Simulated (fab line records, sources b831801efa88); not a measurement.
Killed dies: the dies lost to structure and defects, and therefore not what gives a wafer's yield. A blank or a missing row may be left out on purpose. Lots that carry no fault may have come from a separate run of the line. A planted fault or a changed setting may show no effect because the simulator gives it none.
One fault seen from 2 desks || flow gf180mcu || every desk sees just its own numbers, and what lay behind them comes last

== DESK OF THE TOOL OWNER: rie-si-01 ==
The tool's own readings at GF_POLY_GATE_ETCH_13 (etches poly-Si in HBr/Cl2, stops on SiO2, target depth 198.5 nm, time 69.6 s): means of the sampled wafers that have a number, for each lot that ran on this tool. The brackets show how far a lot's mean lies from the usual mean; more than 4 standard deviations puts the lot out of limits, marked OUT.
Columns: A = drypump-motor-current-A at GF_POLY_GATE_ETCH_13, usual 5.80 A; B = oes-product-au at GF_POLY_GATE_ETCH_13, usual 0.990 a.u.; C = throttle-valve-pct at GF_POLY_GATE_ETCH_13, usual 33.684 %
{"lot": "L823", "first seen here": "day 9 08:32", "A": 5.76, "B": 0.992, "C": 33.688}
{"lot": "L826", "first seen here": "day 10 02:02", "A": 5.70, "B": 0.986, "C": 33.688}
{"lot": "L827", "first seen here": "day 10 10:08", "A": 5.69, "B": 0.991, "C": 33.681}
{"lot": "L830", "first seen here": "day 11 09:23", "A": 5.87, "B": 0.997, "C": 33.683}
{"lot": "L834", "first seen here": "day 12 16:39", "A": 5.85, "B": "0.705 (-32) OUT", "C": 33.694}
{"lot": "L836", "first seen here": "day 13 05:14", "A": 5.89, "B": "0.713 (-31) OUT", "C": 33.685}
{"lot": "L846", "first seen here": "day 16 06:35", "A": 5.78, "B": 0.989, "C": 33.679}
Finding of this desk: L834, L836 out of limits; the first was L834 at day 12 16:39, on oes-product-au at GF_POLY_GATE_ETCH_13. Within limits: L823, L826, L827, L830, L846.

== AT THE METROLOGY DESK ==
What the gauges read, lot by lot, whatever tool the lot ran on: means of the sampled wafers that have a number. The brackets show how far a lot's mean lies from the usual mean; more than 4 standard deviations puts the lot out of limits, marked OUT.
Columns: A = DUAL_GATE_OVL at GF_DUAL_GATE_OVL_MEAS_11, usual 0.2 nm; B = HV_LDD_02_OVL at GF_HV_LDD_OVL_MEAS_32, usual -0.1 nm; C = cd-nm at GF_NSD_CD_MEAS_07, usual 400 nm
{"lot": "L823", "first seen here": "day 8 11:07", "A": 0.7, "B": 0.5, "C": 397}
{"lot": "L825", "first seen here": "day 8 23:37", "A": 0.7, "B": -0.5, "C": 392}
{"lot": "L826", "first seen here": "day 9 05:14", "A": 0.4, "B": -0.8, "C": 404}
{"lot": "L827", "first seen here": "day 9 12:01", "A": -0.6, "B": 0.7, "C": 398}
{"lot": "L829", "first seen here": "day 10 00:53", "A": 0.2, "B": -0.2, "C": 399}
{"lot": "L830", "first seen here": "day 10 10:04", "A": 0.9, "B": -1.4, "C": 400}
{"lot": "L834", "first seen here": "day 11 17:52", "A": -0.1, "B": "-", "C": "-"}
{"lot": "L836", "first seen here": "day 12 04:18", "A": 1.0, "B": "-", "C": "-"}
{"lot": "L840", "first seen here": "day 13 11:07", "A": -0.5, "B": 0.4, "C": 399}
{"lot": "L841", "first seen here": "day 13 15:26", "A": 1.8, "B": 0.3, "C": 402}
{"lot": "L842", "first seen here": "day 13 21:31", "A": -2.1, "B": 2.0, "C": 398}
{"lot": "L844", "first seen here": "day 14 13:23", "A": -0.1, "B": -0.4, "C": 396}
{"lot": "L846", "first seen here": "day 15 04:48", "A": 0.5, "B": -0.7, "C": 395}
Result from this desk: across the 13 lots, nothing is out of limits.

== PUT TOGETHER ==
On L834, L836, at day 12 16:39, an alarm was possible from the tool owner's desk.
Metrology desk: nothing out of limits seen.
The metrology desk holds a record of L834, L836, inside its limits.
On rie-si-01, each named lot ran GF_POLY_GATE_ETCH_13.

== WHAT THE SIMULATOR PUT IN ==
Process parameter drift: rie-si-01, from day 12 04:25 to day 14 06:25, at GF_POLY_GATE_ETCH_13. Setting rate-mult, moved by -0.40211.
Shown lots that were struck: L834, L836.
How many hours passed from the start of the fault until each desk's first out-of-limits reading: the tool owner's desk, 12.
